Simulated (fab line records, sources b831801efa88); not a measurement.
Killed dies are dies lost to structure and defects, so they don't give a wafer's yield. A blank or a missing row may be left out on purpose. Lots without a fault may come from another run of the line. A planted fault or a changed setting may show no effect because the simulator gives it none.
One fault seen from 2 desks | flow gf180mcu | each desk has only its own numbers; what lay behind them comes last

THE METROLOGY DESK
What the gauges read, lot by lot, whatever tool the lot ran on: means of the sampled wafers that have a number. A lot is out of limits, marked OUT, if its mean lies more than 4 standard deviations from the usual mean; the brackets give that distance.
Columns: A = POLY_GATE_CVD_00_THK at GF_POLY_GATE_THK_MEAS_01, usual 199.5 nm; B = CONTACT_CVD_00_THK at GF_CONTACT_THK_MEAS_01, usual 300.6 nm; C = M2_ALCU_RS at GF_M2_RS_MEAS_05, usual 0.0695 ohm/sq
lot  | first seen here | A                | B     | C
L620 | day 8 17:38     | 199.6            | 299.0 | 0.0699
L622 | day 9 14:44     | 198.9            | 299.1 | 0.0692
L625 | day 10 07:47    | 201.2            | 301.6 | 0.0697
L624 | day 10 07:49    | 198.6            | 299.0 | 0.0695
L626 | day 10 14:04    | 211.6 (+7.1) OUT | 301.8 | 0.0698
L632 | day 12 07:29    | 197.4            | 301.1 | 0.0694
L635 | day 13 01:06    | 199.1            | 298.3 | 0.0692
L637 | day 13 16:13    | 199.6            | 301.0 | 0.0693
L638 | day 13 22:34    | 201.3            | 302.9 | 0.0693
L639 | day 14 05:41    | 199.1            | 304.9 | 0.0695
L640 | day 14 11:57    | 199.3            | 301.8 | 0.0691
L641 | day 14 21:31    | 201.0            | 300.6 | 0.0696
L642 | day 15 05:46    | 197.3            | 303.9 | 0.0692
This desk's finding: out of limits on L626; first on L626, day 10 14:04 (POLY_GATE_CVD_00_THK at GF_POLY_GATE_THK_MEAS_01). In limits: L620, L622, L625, L624, L632, L635, L637, L638, L639, L640, L641, L642.

THE TOOL OWNER'S DESK: lpcvd-01
The tool's own readings at GF_POLY_GATE_CVD_00 (deposits poly-Si, target thk 200 nm, time 1200 s): means of the sampled wafers that have a number, for each lot that ran on this tool. A lot is out of limits, marked OUT, if its mean lies more than 4 standard deviations from the usual mean; the brackets give that distance.
Columns: A = spike_tc_centre_C at GF_POLY_GATE_CVD_00, usual 621.5 C; B = zone_power_centre_pct at GF_POLY_GATE_CVD_00, usual 8.9 %
lot  | first seen here | A                | B
L622 | day 9 13:23     | 618.9            | 8.8
L626 | day 10 12:43    | 631.3 (+7.0) OUT | 10.6
L637 | day 13 14:52    | 622.7            | 8.3
L638 | day 13 21:14    | 623.4            | 8.4
L639 | day 14 04:20    | 620.8            | 8.8
This desk's finding: out of limits on L626; first on L626, day 10 12:43 (spike_tc_centre_C at GF_POLY_GATE_CVD_00). In limits: L622, L637, L638, L639.

PUT TOGETHER
The tool owner's desk could have raised an alarm at day 10 12:43, on L626.
The metrology desk could have raised an alarm at day 10 14:04, on L626.
Of the lots named, all ran GF_POLY_GATE_CVD_00 on lpcvd-01.

WHAT THE SIMULATOR HAD PUT IN
Process parameter drift: lpcvd-01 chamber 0, from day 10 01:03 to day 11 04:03, at GF_POLY_GATE_CVD_00. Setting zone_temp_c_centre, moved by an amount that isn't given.
Lots struck among those shown: L626.
Hours from the fault's start to each desk's first reading out of limits: the tool owner's desk, 12; the metrology desk, 13.
